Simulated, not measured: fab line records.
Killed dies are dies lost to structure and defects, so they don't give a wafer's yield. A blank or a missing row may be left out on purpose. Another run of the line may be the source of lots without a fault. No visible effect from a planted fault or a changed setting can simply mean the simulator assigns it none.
The same fault as seen by 2 desks :: flow sky130 :: each desk holds nothing but its own numbers, with what lay behind them at the end

TOOL OWNER'S DESK, litho track-01
The tool's own readings at SKY_LOCAL_INTERCONNECT_DEVELOP_10 (develop time 60 s): means of the sampled wafers that have a number, for each lot that ran on this tool. Marked OUT: a lot whose mean sits more than 4 standard deviations from the usual mean, which makes it out of limits; the brackets give that distance.
Columns: A = developer temp C at SKY_LOCAL_INTERCONNECT_DEVELOP_10, usual 21.01 C
lot: L307
first seen here: day 31 05:00
A: 20.97

lot: L310
first seen here: day 31 22:00
A: 21.16

lot: L314
first seen here: day 33 09:00
A: 20.98

lot: L320
first seen here: day 35 08:00
A: 20.84

lot: L323
first seen here: day 36 11:00
A: 22.99 (+18) OUT

lot: L327
first seen here: day 37 14:00
A: 23.19 (+20) OUT
This desk's finding: out of limits on L323, L327; first on L323, day 36 11:00 (developer temp C at SKY_LOCAL_INTERCONNECT_DEVELOP_10). L307, L310, L314, L320: within limits.

THE METROLOGY DESK
What the gauges read, lot by lot, whatever tool the lot ran on: means of the sampled wafers that have a number. Marked OUT: a lot whose mean sits more than 4 standard deviations from the usual mean, which makes it out of limits; the brackets give that distance.
Columns: A = SONOS_ONO_OXIDATION_THK at SKY_SONOS_ONO_THK_MEAS_01, usual 2.59 nm; B = METAL2_OVL at SKY_METAL2_OVL_MEAS_16, usual 2 nm
lot: L307
first seen here: day 12 05:12
A: 2.61
B: 1

lot: L308
first seen here: day 12 08:25
A: 2.65
B: -1

lot: L309
first seen here: day 12 21:34
A: 2.67
B: 6

lot: L310
first seen here: day 13 01:23
A: 2.57
B: 8

lot: L311
first seen here: day 13 09:49
A: 2.59
B: 7

lot: L313
first seen here: day 14 03:06
A: 2.50
B: 7

lot: L314
first seen here: day 14 10:03
A: 2.60
B: -3

lot: L315
first seen here: day 14 19:42
A: 2.57
B: 5

lot: L316
first seen here: day 15 00:06
A: 2.64
B: 0

lot: L317
first seen here: day 15 12:31
A: 2.59
B: 1

lot: L320
first seen here: day 16 08:08
A: 2.60
B: -3

lot: L323
first seen here: day 17 15:23
A: 2.58
B: 9

lot: L325
first seen here: day 18 07:46
A: 2.59
B: 1

lot: L327
first seen here: day 19 00:07
A: 2.56
B: -4
Result from this desk: across the 14 lots, nothing is out of limits.

ALL TOGETHER
An alarm could have come from the tool owner's desk at day 36 11:00, on L323, L327.
Nothing out of limits was seen by the metrology desk.
The metrology desk holds a record of L323, L327, inside its limits.
All the named lots went through SKY_LOCAL_INTERCONNECT_DEVELOP_10 on litho track-01.

WHAT THE SIMULATOR HAD INSERTED
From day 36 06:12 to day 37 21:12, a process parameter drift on litho track-01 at SKY_LOCAL_INTERCONNECT_DEVELOP_10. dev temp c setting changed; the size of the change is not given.
Shown lots that were struck: L323, L327.
Each desk's first reading out of limits, in hours after the fault started: the tool owner's desk, 5.
